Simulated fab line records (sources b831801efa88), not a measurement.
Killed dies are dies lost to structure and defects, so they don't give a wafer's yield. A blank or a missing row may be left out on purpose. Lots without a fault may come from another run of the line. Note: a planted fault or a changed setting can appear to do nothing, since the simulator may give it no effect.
Split-lot experiment ; flow gf180mcu ; 23 wafers read from 5 lots, route of 602 steps

ABOUT THE SPLIT
At GF_TOP_METAL_SPUTTER_02 (material AlCu, target thk 900 nm, time 47.82 s), the setting time s was moved away from the recipe's 47.82 s on 5 of the 23 wafers read, by -5.3% to +4.8%. The other wafers ran this setting at the recipe's value.

FROM THE SPLIT TO THE READING: what the file shows between them, 3 steps
- GF_TOP_METAL_SPUTTER_03: material Ti, target thk 5 nm, time 3.3 s
- GF_TOP_METAL_SPUTTER_04: material TiN, target thk 25 nm, time 20.8 s
- GF_TOP_METAL_RS_MEAS_05: measures by four-point-probe

THE READING
TOP_METAL_ALCU_THK, in nm, at GF_TOP_METAL_THK_MEAS_06 (measures by xrf). On this fab line, fault-free wafers typically give 896 nm with a standard deviation of 11 nm.

wafer;tool, chamber at the split;time s as run, s;against the recipe;TOP_METAL_ALCU_THK, nm;against lot-mates on the recipe
L074.1;pvd sputter-04, -;47.82;recipe;903;-
L074.2;pvd sputter-04, -;47.82;recipe;903;-
L074.3;pvd sputter-04, -;47.82;recipe;900;-
L078.1;pvd sputter-03, -;47.82;recipe;891;-
L078.2;pvd sputter-03, -;47.82;recipe;889;-
L078.3;pvd sputter-03, -;47.82;recipe;888;-
L078.4;pvd sputter-03, -;47.82;recipe;893;-
L078.6;pvd sputter-03, -;47.82;recipe;880;-
L081.1;pvd sputter-01, -;47.82;recipe;899;-
L081.3;pvd sputter-01, -;47.82;recipe;881;-
L081.4;pvd sputter-01, -;50.11;+4.8%;932;+42
L081.5;pvd sputter-01, -;50.11;+4.8%;935;+45
L081.6;pvd sputter-01, -;50.11;+4.8%;933;+43
L082.1;pvd sputter-03, -;45.27;-5.3%;860;-47
L082.3;pvd sputter-03, -;47.82;recipe;913;-
L082.4;pvd sputter-03, -;47.82;recipe;901;-
L082.5;pvd sputter-03, -;45.27;-5.3%;865;-42
L082.6;pvd sputter-03, -;47.82;recipe;906;-
L085.1;pvd sputter-03, -;47.82;recipe;923;-
L085.2;pvd sputter-03, -;47.82;recipe;920;-
L085.3;pvd sputter-03, -;47.82;recipe;911;-
L085.4;pvd sputter-03, -;47.82;recipe;923;-
L085.6;pvd sputter-03, -;47.82;recipe;914;-

FIT RESULTS
A straight line over all 23 wafers: TOP_METAL_ALCU_THK changes by +6.95 nm for each +1% of time s; r = +0.81; the points scatter about the line by 12 nm.
The same after taking each lot's own level away (the mean of its wafers on the recipe; 23 wafers): +8.69 nm for each +1%; r = +0.98; scatter 4.8 nm.
The reading moves by 46 nm for the largest change in time s, on that fit.
The lots' own levels span 888.2 to 918.2 nm, that is 2.7 times the standard deviation above.
Hence the slope depends on the lot-to-lot level, as the two fits are not the same.
Check: for one of the wafers moved furthest among these (-5.3%), held out of the fit, the line's prediction against its lot-mates is -45.6 nm. Against them it came out at -46.7 nm.

OTHER SPLITS APPLIED TO THESE WAFERS
Other splits were also applied to these wafers ahead of the reading. Each is held against what the fit with the lots' levels taken away leaves over:
other split on the same wafers;wafers away from the commonest value;r with TOP_METAL_ALCU_THK (lot level and that fit taken away)
GF_V4_CMP_04 leave above ref nm;7;+0.12
GF_V4_COAT_09 resist thk nm;7;-0.05
GF_V4_ETCH_17 bias w;5;+0.06
GF_MIM_SPUTTER_03 time s;9;+0.14
GF_MIM_SPUTTER_04 power w;6;+0.12
GF_M5_PEB_05 peb time s;8;+0.02

THE WHOLE CHAIN: every reading that the file lists as answering this split, in the file's order
step;what it does;reading;change (the file's fit);r (the file's)
GF_TOP_METAL_SPUTTER_02;material AlCu, target thk 900 nm, time 47.82 s;AlCu_of_TOP_METAL_SPUTTER_02.thk nm (the simulator's own value, which no gauge read);+8.79 nm for each +1% of the setting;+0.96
GF_TOP_METAL_RS_MEAS_05;measures by four-point-probe;TOP_METAL_ALCU_RS;-0.000327 for each +1% of the setting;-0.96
GF_TOP_METAL_THK_MEAS_06;measures by xrf;TOP_METAL_ALCU_THK;+8.58 for each +1% of the setting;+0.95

THE FILE'S OWN FIT
TOP_METAL_ALCU_THK changes by +8.58 nm for each +1% of time s, r = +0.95.
